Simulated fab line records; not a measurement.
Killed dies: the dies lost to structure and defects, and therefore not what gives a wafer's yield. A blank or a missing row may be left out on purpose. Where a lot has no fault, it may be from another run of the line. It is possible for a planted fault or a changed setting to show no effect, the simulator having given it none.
fab line records	flow gf180mcu	part 1 of 2: steps 1 to 26 of 35
[record] lots = 5	wafers = 15	last_day = 33
route steps=602 shown CONTACT@303 M1@315 V1@335
lots that met no fault: taken from a fault-free run of the same line
start_h: start of the lot's first displayed wafer, in hours after the record's first day	wait_h: hours elapsed since this lot's preceding step	" unchanged from the row above	L1.1+2: a single row standing in for several wafers	- either no value or no given start	* or withheld: withheld	< > ~ a bound
route shown NAME@n: names a module that has steps shown in the file, with the first one's number in the route	usual: mean and standard deviation over wafers with no fault	same: alike in all rows	chamber/n: place in a boat	sites: the reading at each site	_std_site: their standard deviation	_edge_site: inner sites' mean taken away from outer sites' mean	radius_mm: for every site, how far away it sits from the centre of the wafer	mask NAME#n: copy n	behind: the most recent tool/chamber to have shaped the wafer	hold: what put the lot on hold/how long, in hours/how the hold closed	device: names the non-switching transistor (n, p or np)	end of line: tests run on the same wafers once the route is complete	step lacking rows: just its recipe	killed: at the first sort, the dies lost to defects and structure; wafer yield is something else	map: per-die view of a wafer (x killed, . not killed, _ where there is no die)
set.NAME: the setting as run; set.NAME@STEP: as run at that earlier step	model.NAME: the simulator's own value behind a step, which no gauge read
a table for each step, a row for each wafer; lots at some steps of the route
services: when a tool's chamber went out of use (start_h, in hours from the record's first day, below 0 if earlier), for how many hours, and the reason
[[steps]]
[step GF_CONTACT_ETCH_16]
[recipe] chemistry = N2/H2	target_depth_a = withheld	overetch_a = withheld	time_s = withheld	target = BARC	ion_energy_ev = 200	source_w = 500	bias_w = 100	pressure_mtorr = 30	n2_flow_sccm = 100	h2_flow_sccm = 200
[usual] drypump_motor_current_A = 5.7/0.4	h2_flow_sccm = 200.0/0.61	oes_product_au = 0.854/0.005	throttle_valve_pct = 13.224/0.0094
lot.wafer	tool	chamber	start_h	wait_h	drypump_motor_current_A	h2_flow_sccm	oes_product_au	throttle_valve_pct
L078.2	rie_diel-03	0	394.94	0.0	6.2	200.4	0.850	13.226
L078.5	"	0	"	"	6.1	199.8	0.849	13.207
L078.6	"	3	"	"	5.3	199.6	0.856	13.226
L082.1	rie_diel-01	2	436.35	0.0	6.3	199.7	0.853	13.226
L082.3	"	3	"	"	6.0	200.3	0.848	13.220
L082.4	"	1	"	"	5.7	199.5	0.859	13.227
L083.1	rie_diel-04	0	444.96	0.0	5.5	200.9	0.859	13.225
L083.5	"	1	"	"	5.5	200.1	0.851	13.227
L083.6	"	2	"	"	5.9	200.9	0.853	13.231
L091.3	rie_diel-04	1	508.99	0.0	5.5	200.2	0.853	13.213
L091.4	"	3	"	"	6.1	200.6	0.856	13.233
L091.6	"	0	"	"	5.5	199.0	0.857	13.229
L093.1	rie_diel-01	3	530.11	0.0	5.9	200.8	0.848	13.229
L093.2	"	2	"	"	6.3	201.0	0.846	13.224
L093.5	"	2	"	"	6.3	201.3	0.848	13.212
[step GF_CONTACT_ETCH_17]
[recipe] chemistry = C4F8/O2/Ar	mask_material = KrF	target = SiO2	stop_on = CoSi2	source_w = 1500	bias_w = 1200	pressure_mtorr = 40	c4f8_flow_sccm = withheld	O2_flow_sccm = 6	Ar_flow_sccm = 300	time_s = withheld	target_depth_a = 8600
[usual] oes_product_au = 0.813/0.0048
lot.wafer	tool	chamber	start_h	wait_h	oes_product_au
L078.2	rie_diel-03	0	-	-	0.812
L078.5	"	0	"	"	0.807
L078.6	"	3	"	"	0.810
L082.1	rie_diel-01	2	-	-	0.815
L082.3	"	3	"	"	0.823
L082.4	"	1	"	"	0.813
L083.1	rie_diel-04	0	-	-	0.810
L083.5	"	1	"	"	0.820
L083.6	"	2	"	"	0.809
L091.3	rie_diel-04	1	-	-	0.821
L091.4	"	3	"	"	0.808
L091.6	"	0	"	"	0.809
L093.1	rie_diel-01	3	-	-	0.815
L093.2	"	2	"	"	0.805
L093.5	"	2	"	"	0.811
[step GF_CONTACT_STRIP_18]
[recipe] chemistry = O2/N2	power_w = 1400	pressure_mtorr = 1500	platen_temp_c = 250	o2_flow_sccm = 3000	n2_flow_sccm = 300	overash_fraction = 0.5
[usual] drypump_motor_current_A = 5.7/0.48	heater_power_w = 325/43	oes_product_au = 0.579/0.0051
lot.wafer	tool	chamber	start_h	wait_h	drypump_motor_current_A	heater_power_w	oes_product_au	rf_hours_counter_h
L078.2	plasma_asher-03	1	395.11	-	5.5	325	0.573	71
L078.5	"	1	"	"	5.5	318	0.576	-
L078.6	"	0	"	"	6.5	385	0.579	-
L082.1	plasma_asher-03	0	436.51	-	6.5	385	0.568	75
L082.3	"	0	"	"	6.5	374	0.584	-
L082.4	"	1	"	"	5.4	314	0.583	-
L083.1	plasma_asher-03	0	445.12	-	6.5	376	0.578	76
L083.5	"	0	"	"	6.5	391	0.582	-
L083.6	"	1	"	"	5.4	323	0.584	-
L091.3	plasma_asher-03	0	509.19	-	6.5	386	0.579	-
L091.4	"	1	"	"	5.4	317	0.579	-
L091.6	"	0	"	"	6.5	378	0.581	-
L093.1	plasma_asher-04	1	530.27	-	5.3	288	0.582	43
L093.2	"	0	"	"	5.4	284	0.572	43
L093.5	"	1	"	"	5.3	289	0.585	-
[step GF_CONTACT_CLEAN_19]
[recipe] chemistry = SPM
lot.wafer	tool	chamber	start_h	wait_h
L078.2+5+6	wet_bench-03	3	395.21	0.1
L082.1+3+4	wet_bench-01	0	436.61	0.1
L083.1+5+6	wet_bench-03	0	445.22	0.1
L091.3+4+6	wet_bench-01	2	509.25	0.0
L093.1+2+5	wet_bench-03	0	530.37	0.1
[step GF_CONTACT_CLEAN_20]
[recipe] chemistry = DIW
lot.wafer	tool	chamber	start_h	wait_h
L078.2+5+6	wet_bench-04	3	395.30	0.0
L082.1+3+4	wet_bench-04	2	436.70	0.0
L083.1+5+6	wet_bench-01	3	445.31	0.0
L091.3+4+6	wet_bench-03	0	509.35	0.0
L093.1+2+5	wet_bench-04	1	530.46	0.0
[step GF_CONTACT_CLEAN_21]
[recipe] chemistry = dHF	time_s = 20	dilution = 100:1	dry = ipa_marangoni
[same] time_s = 20
lot.wafer	tool	chamber	start_h	wait_h
L078.2+5+6	wet_bench-03	1	395.39	0.0
L082.1+3+4	wet_bench-03	3	436.79	0.0
L083.1+5+6	wet_bench-04	0	445.40	0.0
L091.3+4+6	wet_bench-04	0	509.44	0.0
L093.1+2+5	wet_bench-03	3	530.56	0.0
[step GF_CONTACT_SPUTTER_22]
[recipe] material = Ti	target_thk_nm = 15	chamber_pressure_pa = 5	power_w = 2500	substrate_temp_c = 200	time_s = 80.02
[usual] throttle_valve_pct = 30.4/1.2
[same] time_s = 80.02
lot.wafer	tool	chamber	start_h	wait_h	throttle_valve_pct
L078.2	pvd_sputter-04	-	395.40	0.0	30.1
L078.5	"	-	"	"	29.8
L078.6	"	-	"	"	29.1
L082.1	pvd_sputter-04	-	436.81	0.0	31.5
L082.3	"	-	"	"	29.0
L082.4	"	-	"	"	29.7
L083.1	pvd_sputter-02	-	445.42	0.0	30.0
L083.5	"	-	"	"	31.2
L083.6	"	-	"	"	30.3
L091.3	pvd_sputter-03	-	509.45	0.0	31.3
L091.4	"	-	"	"	30.4
L091.6	"	-	"	"	28.1
L093.1	pvd_sputter-02	-	530.58	0.0	32.4
L093.2	"	-	"	"	29.9
L093.5	"	-	"	"	30.0
[step GF_CONTACT_SPUTTER_23]
[recipe] material = TiN	target_thk_nm = 10	chamber_pressure_pa = 5	power_w = 4000	time_s = 40
[usual] throttle_valve_pct = 30.4/1.2
[same] time_s = 40
lot.wafer	tool	chamber	start_h	wait_h	throttle_valve_pct
L078.2	pvd_sputter-04	-	395.46	0.0	29.7
L078.5	"	-	"	"	29.4
L078.6	"	-	"	"	28.7
L082.1	pvd_sputter-04	-	436.87	0.0	31.6
L082.3	"	-	"	"	29.0
L082.4	"	-	"	"	29.6
L083.1	pvd_sputter-02	-	445.48	0.0	30.3
L083.5	"	-	"	"	31.1
L083.6	"	-	"	"	30.2
L091.3	pvd_sputter-03	-	509.51	0.0	31.3
L091.4	"	-	"	"	30.2
L091.6	"	-	"	"	27.3
L093.1	pvd_sputter-02	-	530.64	0.0	32.3
L093.2	"	-	"	"	29.5
L093.5	"	-	"	"	30.2
[step GF_CONTACT_CVD_24]
[recipe] material = W	target_thk_nm = 300	time_s = 90.339	temp_c = 400	pressure_torr = 40
[usual] heater_power_w = 853/87
[same] time_s = 90.339
lot.wafer	tool	chamber	start_h	wait_h	heater_power_w
L078.2	cvd_w-01	0	395.50	0.0	776
L078.5	"	0	"	"	771
L078.6	"	1	"	"	756
L082.1	cvd_w-01	1	436.91	0.0	797
L082.3	"	0	"	"	757
L082.4	"	1	"	"	789
L083.1	cvd_w-02	1	445.52	0.0	901
L083.5	"	1	"	"	910
L083.6	"	0	"	"	957
L091.3	cvd_w-01	0	509.59	0.1	775
L091.4	"	1	"	"	776
L091.6	"	1	"	"	788
L093.1	cvd_w-02	0	530.68	0.0	972
L093.2	"	1	"	"	917
L093.5	"	1	"	"	908
[step GF_CONTACT_RS_MEAS_25]
[recipe] thk_meas_gauge = four-point-probe	reads = W_of_CONTACT_CVD_24+TiN_of_CONTACT_SPUTTER_23+Ti_of_CONTACT_SPUTTER_22
[usual] CONTACT_W_RS = 0.381/0.0034
lot.wafer	tool	chamber	start_h	wait_h	CONTACT_W_RS[ohm/sq]
L078.2	film_metro-02	-	395.64	0.1	0.384
L078.5	"	-	"	"	0.384
L078.6	"	-	"	"	0.380
L082.1	film_metro-03	-	437.01	0.1	0.381
L082.3	"	-	"	"	0.377
L082.4	"	-	"	"	0.379
L083.1	film_metro-02	-	445.62	0.1	0.391
L083.5	"	-	"	"	0.383
L083.6	"	-	"	"	0.381
L091.3	film_metro-03	-	509.69	0.1	0.382
L091.4	"	-	"	"	0.378
L091.6	"	-	"	"	0.383
L093.1	film_metro-03	-	530.79	0.1	0.375
L093.2	"	-	"	"	0.386
L093.5	"	-	"	"	0.386
[step GF_CONTACT_THK_MEAS_26]
[recipe] thk_meas_gauge = xrf	reads = W_of_CONTACT_CVD_24
[usual] CONTACT_W_THK = 303/3.1
lot.wafer	tool	chamber	start_h	wait_h	CONTACT_W_THK[nm]
L078.2	film_metro-02	-	395.75	0.1	302
L078.5	"	-	"	"	304
L078.6	"	-	"	"	306
L082.1	film_metro-03	-	437.13	0.1	303
L082.3	"	-	"	"	305
L082.4	"	-	"	"	305
L083.1	film_metro-02	-	445.74	0.1	297
L083.5	"	-	"	"	301
L083.6	"	-	"	"	303
L091.3	film_metro-03	-	509.79	0.1	302
L091.4	"	-	"	"	305
L091.6	"	-	"	"	300
L093.1	film_metro-03	-	530.91	0.1	308
L093.2	"	-	"	"	301
L093.5	"	-	"	"	299
[step GF_CONTACT_CMP_27]
[recipe] stop_on = SiO2	down_force_psi = 3.5	platen_rpm = 60	t_overpolish_s = 15	target_thk_nm = 0	pad_velocity_m_s = 0.94248
[usual] head_pressure_psi = 3.501/0.0076	motor_current_A = 10.7/0.74	overpolish_run_s = 14.999/0.0087	slurry_flow_ml_min = 150.0/0.48	time_to_endpoint_s = 74/3.3
[same] t_overpolish_s = 15
lot.wafer	tool	chamber	start_h	wait_h	head_pressure_psi	motor_current_A	overpolish_run_s	slurry_flow_ml_min	time_to_endpoint_s
L078.2	cmp-02	3	395.85	0.1	3.505	11.2	15.001	150.0	78
L078.5	"	2	"	"	3.498	10.9	15.000	149.3	74
L078.6	"	3	"	"	3.500	11.7	14.981	150.3	80
L082.1	cmp-01	3	437.24	0.1	3.487	11.5	15.008	149.8	71
L082.4	"	0	"	"	3.499	9.6	15.015	149.7	77
L082.3	"	1	"	"	3.503	9.7	15.006	150.5	70
L083.1	cmp-02	2	445.90	0.1	3.496	11.4	14.994	151.0	73
L083.5	"	0	"	"	3.514	10.1	15.008	148.6	69
L083.6	"	1	"	"	3.497	11.2	14.993	150.4	70
L091.3	cmp-01	1	509.88	0.1	3.497	9.9	14.995	149.5	70
L091.4	"	3	"	"	3.496	10.6	15.009	150.1	74
L091.6	"	1	"	"	3.506	9.9	15.005	149.9	72
L093.1	cmp-01	0	530.97	0.1	3.493	9.6	14.994	150.4	79
L093.2	"	2	"	"	3.492	11.0	14.991	149.6	78
L093.5	"	1	"	"	3.504	10.3	14.983	149.4	73
[step GF_M1_SPUTTER_00]
[recipe] material = Ti	target_thk_nm = 37.5	arriving_ion_energy_ev = 80	substrate_temp_c = 200	chamber_pressure_pa = 2	power_w = 4000	time_s = 150
[usual] throttle_valve_pct = 30.4/1.1
[same] time_s = 150
lot.wafer	tool	chamber	start_h	wait_h	throttle_valve_pct
L078.2	pvd_sputter-03	-	396.10	0.2	31.4
L078.5	"	-	"	"	31.2
L078.6	"	-	"	"	31.7
L082.1	pvd_sputter-02	-	437.49	0.2	32.4
L082.3	"	-	"	"	30.0
L082.4	"	-	"	"	31.2
L083.1	pvd_sputter-02	-	446.10	0.1	32.5
L083.5	"	-	"	"	32.7
L083.6	"	-	"	"	29.6
L091.3	pvd_sputter-02	-	510.13	0.2	29.7
L091.4	"	-	"	"	30.2
L091.6	"	-	"	"	31.2
L093.1	pvd_sputter-03	-	531.27	0.2	31.6
L093.2	"	-	"	"	31.2
L093.5	"	-	"	"	30.4
[step GF_M1_SPUTTER_01]
[recipe] material = TiN	target_thk_nm = 30	power_w = 6500	time_s = 25	chamber_pressure_pa = 0.4
[usual] throttle_valve_pct = 30.4/1.1
[same] time_s = 25
lot.wafer	tool	chamber	start_h	wait_h	throttle_valve_pct
L078.2	pvd_sputter-03	-	396.20	0.1	31.6
L078.5	"	-	"	"	31.2
L078.6	"	-	"	"	31.7
L082.1	pvd_sputter-02	-	437.59	0.1	32.5
L082.3	"	-	"	"	29.9
L082.4	"	-	"	"	30.9
L083.1	pvd_sputter-02	-	446.20	0.1	32.6
L083.5	"	-	"	"	32.1
L083.6	"	-	"	"	29.8
L091.3	pvd_sputter-02	-	510.23	0.1	29.8
L091.4	"	-	"	"	30.2
L091.6	"	-	"	"	31.2
L093.1	pvd_sputter-03	-	531.37	0.1	31.7
L093.2	"	-	"	"	31.3
L093.5	"	-	"	"	30.3
[step GF_M1_SPUTTER_02]
[recipe] material = AlCu	target_thk_nm = 450	power_w = 10600	time_s = 23.9	chamber_pressure_pa = 0.4
[usual] throttle_valve_pct = 30.4/1.1
[same] time_s = 23.9
lot.wafer	tool	chamber	start_h	wait_h	throttle_valve_pct
L078.2	pvd_sputter-03	-	396.23	0.0	31.6
L078.5	"	-	"	"	31.2
L078.6	"	-	"	"	31.5
L082.1	pvd_sputter-02	-	437.62	0.0	32.2
L082.3	"	-	"	"	29.8
L082.4	"	-	"	"	31.1
L083.1	pvd_sputter-02	-	446.23	0.0	32.7
L083.5	"	-	"	"	32.3
L083.6	"	-	"	"	29.7
L091.3	pvd_sputter-02	-	510.26	0.0	29.7
L091.4	"	-	"	"	30.2
L091.6	"	-	"	"	31.0
L093.1	pvd_sputter-03	-	531.40	0.0	31.5
L093.2	"	-	"	"	31.3
L093.5	"	-	"	"	30.5
[step GF_M1_SPUTTER_03]
[recipe] material = Ti	target_thk_nm = 10	substrate_temp_c = 300	chamber_pressure_pa = 0.3	power_w = 3000	time_s = 6.7
[usual] throttle_valve_pct = 30.4/1.1
[same] time_s = 6.7
lot.wafer	tool	chamber	start_h	wait_h	throttle_valve_pct
L078.2	pvd_sputter-03	-	396.26	0.0	31.6
L078.5	"	-	"	"	31.2
L078.6	"	-	"	"	31.5
L082.1	pvd_sputter-02	-	437.65	0.0	32.5
L082.3	"	-	"	"	30.2
L082.4	"	-	"	"	31.0
L083.1	pvd_sputter-02	-	446.26	0.0	32.6
L083.5	"	-	"	"	32.6
L083.6	"	-	"	"	29.5
L091.3	pvd_sputter-02	-	510.29	0.0	29.6
L091.4	"	-	"	"	30.4
L091.6	"	-	"	"	31.2
L093.1	pvd_sputter-03	-	531.43	0.0	31.8
L093.2	"	-	"	"	31.5
L093.5	"	-	"	"	30.5
[step GF_M1_SPUTTER_04]
[recipe] material = TiN	target_thk_nm = 50	power_w = 6500	time_s = 41.7	chamber_pressure_pa = 0.4
[usual] throttle_valve_pct = 30.4/1.1
[same] time_s = 41.7
lot.wafer	tool	chamber	start_h	wait_h	throttle_valve_pct
L078.2	pvd_sputter-03	-	396.28	0.0	31.8
L078.5	"	-	"	"	31.4
L078.6	"	-	"	"	31.8
L082.1	pvd_sputter-02	-	437.67	0.0	32.4
L082.3	"	-	"	"	30.3
L082.4	"	-	"	"	31.2
L083.1	pvd_sputter-02	-	446.28	0.0	32.5
L083.5	"	-	"	"	32.7
L083.6	"	-	"	"	29.6
L091.3	pvd_sputter-02	-	510.31	0.0	29.5
L091.4	"	-	"	"	30.0
L091.6	"	-	"	"	31.0
L093.1	pvd_sputter-03	-	531.45	0.0	31.7
L093.2	"	-	"	"	31.1
L093.5	"	-	"	"	30.4
[step GF_M1_RS_MEAS_05]
[recipe] thk_meas_gauge = four-point-probe	reads = TiN_of_M1_SPUTTER_04+Ti_of_M1_SPUTTER_03+AlCu_of_M1_SPUTTER_02+TiN_of_M1_SPUTTER_01+Ti_of_M1_SPUTTER_00
[usual] M1_ALCU_RS = 0.0695/0.00079
lot.wafer	tool	chamber	start_h	wait_h	M1_ALCU_RS[ohm/sq]
L078.2	film_metro-01	-	396.34	0.0	0.0685
L078.5	"	-	"	"	0.0698
L078.6	"	-	"	"	0.0688
L082.1	film_metro-03	-	437.71	0.0	0.0687
L082.3	"	-	"	"	0.0691
L082.4	"	-	"	"	0.0692
L083.1	film_metro-02	-	446.32	0.0	0.0703
L083.5	"	-	"	"	0.0696
L083.6	"	-	"	"	0.0701
L091.3	film_metro-03	-	510.39	0.1	0.0699
L091.4	"	-	"	"	0.0698
L091.6	"	-	"	"	0.0692
L093.1	film_metro-03	-	531.49	0.0	0.0692
L093.2	"	-	"	"	0.0700
L093.5	"	-	"	"	0.0695
[step GF_M1_THK_MEAS_06]
[recipe] thk_meas_gauge = xrf	reads = AlCu_of_M1_SPUTTER_02
[usual] M1_ALCU_THK = 445/5.4
lot.wafer	tool	chamber	start_h	wait_h	M1_ALCU_THK[nm]
L078.2	film_metro-01	-	396.45	0.1	457
L078.5	"	-	"	"	446
L078.6	"	-	"	"	452
L082.1	film_metro-03	-	437.83	0.1	449
L082.3	"	-	"	"	446
L082.4	"	-	"	"	445
L083.1	film_metro-02	-	446.44	0.1	441
L083.5	"	-	"	"	444
L083.6	"	-	"	"	441
L091.3	film_metro-03	-	510.49	0.1	443
L091.4	"	-	"	"	443
L091.6	"	-	"	"	447
L093.1	film_metro-03	-	531.61	0.1	446
L093.2	"	-	"	"	441
L093.5	"	-	"	"	442
[step GF_M1_DEHYDRATE_07]
[recipe] temp_c = 200	time_s = 60
[usual] heater_power_total_W = 160.36/0.12
[same] time_s = 60
lot.wafer	tool	chamber	start_h	wait_h	heater_power_total_W
L078.2	litho_track-04	0	407.29	10.8	160.22
L078.5	"	0	"	"	160.38
L078.6	"	0	"	"	160.37
L082.1	litho_track-04	0	449.36	11.5	160.56
L082.3	"	0	"	"	160.42
L082.4	"	0	"	"	160.43
L083.1	litho_track-03	0	457.94	11.5	160.32
L083.5	"	0	"	"	160.16
L083.6	"	0	"	"	160.41
L091.3	litho_track-02	0	521.63	11.1	160.63
L091.4	"	0	"	"	160.21
L091.6	"	0	"	"	160.37
L093.1	litho_track-02	0	542.33	10.7	160.65
L093.2	"	0	"	"	160.29
L093.5	"	0	"	"	160.41
[step GF_M1_HMDS_08]
[recipe] prime_time_s = 60	prime_temp_c = 120
lot.wafer	tool	chamber	start_h	wait_h
L078.2+5+6	litho_track-04	0	407.44	0.1
L082.1+3+4	litho_track-04	0	449.51	0.1
L083.1+5+6	litho_track-03	0	458.09	0.1
L091.3+4+6	litho_track-02	0	521.78	0.1
L093.1+2+5	litho_track-02	0	542.48	0.1
[step GF_M1_COAT_09]
[recipe] resist = KrF	spin_rpm = withheld	resist_thk_nm = 1000
lot.wafer	tool	chamber	start_h	wait_h
L078.2+5+6	litho_track-04	0	407.59	0.1
L082.1+3+4	litho_track-04	0	449.66	0.1
L083.1+5+6	litho_track-03	0	458.24	0.1
L091.3+4+6	litho_track-02	0	521.93	0.1
L093.1+2+5	litho_track-02	0	542.63	0.1
[step GF_M1_SOFTBAKE_10]
[recipe] temp_c = 130	time_s = 60	resist = KrF
[usual] heater_power_total_W = 93.05/0.061
[same] time_s = 60
lot.wafer	tool	chamber	start_h	wait_h	heater_power_total_W
L078.2	litho_track-04	0	407.74	0.1	93.02
L078.5	"	0	"	"	93.00
L078.6	"	0	"	"	93.01
L082.1	litho_track-04	0	449.81	0.1	93.07
L082.3	"	0	"	"	93.04
L082.4	"	0	"	"	93.04
L083.1	litho_track-03	0	458.39	0.1	93.03
L083.5	"	0	"	"	93.04
L083.6	"	0	"	"	92.89
L091.3	litho_track-02	0	522.08	0.1	93.15
L091.4	"	0	"	"	93.07
L091.6	"	0	"	"	93.06
L093.1	litho_track-02	0	542.78	0.1	93.10
L093.2	"	0	"	"	93.16
L093.5	"	0	"	"	93.10
[step GF_M1_EXPOSE_11]
[recipe] mask_id = Metal1	target_cd_nm = 230	na = 0.68	source_shape = conventional	sigma_outer = 0.6	dose_mj = 28
[usual] focus_offset_nm = 0.1/0.53	stage_vel_mm_s = 500.02/0.25
lot.wafer	tool	chamber	start_h	wait_h	mask	focus_offset_nm	stage_vel_mm_s
L078.2	krf_scanner-02	0	-	-	Metal1#0	0.6	500.28
L078.5	"	0	"	"	Metal1#0	0.5	500.17
L078.6	"	0	"	"	Metal1#0	0.2	500.16
L082.1	krf_scanner-02	0	-	-	Metal1#0	-0.5	500.22
L082.3	"	0	"	"	Metal1#0	0.1	500.53
L082.4	"	0	"	"	Metal1#0	0.3	499.67
L083.1	krf_scanner-02	0	-	-	Metal1#0	0.3	499.93
L083.5	"	0	"	"	Metal1#0	0.1	499.75
L083.6	"	0	"	"	Metal1#0	0.5	499.98
L091.3	krf_scanner-02	0	-	-	Metal1#0	-0.1	499.83
L091.4	"	0	"	"	Metal1#0	0.1	500.17
L091.6	"	0	"	"	Metal1#0	0.9	500.05
L093.1	krf_scanner-01	0	-	-	Metal1#0	-0.4	500.21
L093.2	"	0	"	"	Metal1#0	0.7	500.18
L093.5	"	0	"	"	Metal1#0	-0.6	500.54
[step GF_M1_PEB_12]
[recipe] peb_temp_c = 135	peb_time_s = 90	resist = KrF
[usual] heater_power_total_W = 85.69/0.091
lot.wafer	tool	chamber	start_h	wait_h	heater_power_total_W
L078.2	litho_track-02	0	-	-	85.55
L078.5	"	0	"	"	85.54
L078.6	"	0	"	"	85.58
L082.1	litho_track-03	0	-	-	85.69
L082.3	"	0	"	"	85.85
L082.4	"	0	"	"	85.79
L083.1	litho_track-03	0	-	-	85.78
L083.5	"	0	"	"	85.63
L083.6	"	0	"	"	85.53
L091.3	litho_track-03	0	-	-	85.75
L091.4	"	0	"	"	85.82
L091.6	"	0	"	"	85.62
L093.1	litho_track-04	0	-	-	85.70
L093.2	"	0	"	"	85.62
L093.5	"	0	"	"	85.81
[step GF_M1_DEVELOP_13]
[recipe] develop_time_s = 60	dev_temp_c = 21
[same] develop_time_s = 60
lot.wafer	tool	chamber	start_h	wait_h
L078.2+5+6	litho_track-02	0	419.36	0.2
L082.1+3+4	litho_track-03	0	461.79	0.2
L083.1+5+6	litho_track-03	0	470.19	0.2
L091.3+4+6	litho_track-03	0	533.09	0.1
L093.1+2+5	litho_track-04	0	553.86	0.2
